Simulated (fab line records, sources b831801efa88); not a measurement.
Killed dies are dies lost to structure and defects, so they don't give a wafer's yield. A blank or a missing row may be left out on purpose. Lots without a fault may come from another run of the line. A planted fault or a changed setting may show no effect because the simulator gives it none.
Chamber matching | flow gf180mcu | GF_V4_CMP_26 on cmp-02: 4 sister chambers
The step polishes, stops on SiO2, t overpolish 15 s, target thk 0 nm. 4 wafers are shown with their chamber, then 10 later ones without.

WAFERS WITH THEIR CHAMBER
wafer  | chamber | motor_current_A (A)
L331.3 | 1       | 9.2
L332.2 | 0       | 12.5
L336.2 | 3       | 10.5
L336.3 | 2       | 11.0

WAFERS WITHOUT THEIR CHAMBER
wafer  | motor_current_A (A)
L336.4 | 9.1
L338.1 | 8.6
L338.2 | 11.4
L338.5 | 10.7
L339.1 | 11.4
L339.2 | 11.4
L339.3 | 12.1
L346.2 | 11.1
L346.3 | 10.7
L346.5 | 11.8

WHICH CHAMBER EACH WENT THROUGH
wafer  | from the rows above          | in truth
L336.4 | 1                            | 1
L338.1 | 1                            | 1
L338.2 | can't be placed: 2 or 3 or 0 | 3
L338.5 | can't be placed: 3 or 2      | 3
L339.1 | can't be placed: 2 or 3 or 0 | 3
L339.2 | can't be placed: 2 or 3 or 0 | 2
L339.3 | can't be placed: 0 or 2      | 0
L346.2 | can't be placed: 2 or 3      | 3
L346.3 | can't be placed: 3 or 2      | 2
L346.5 | can't be placed: 0 or 2 or 3 | 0
Placed correctly: 2 of 10. Can't be placed from these rows: 8 (the true chamber is among the candidates in 8). Placed wrongly: 0.
How it was worked out, from the rows above alone: a wafer's distance from a chamber is the root of the sum, over the readings, of the square of ((its reading less the chamber's mean) divided by the reading's scatter). The wafer belongs to the nearest chamber; if the next one is less than 2 further off, it can't be placed. A chamber's mean is the mean of its shown wafers. The scatter: with one shown wafer a chamber, the root of the mean of the squares of how far each hidden wafer lies from its nearest shown one.
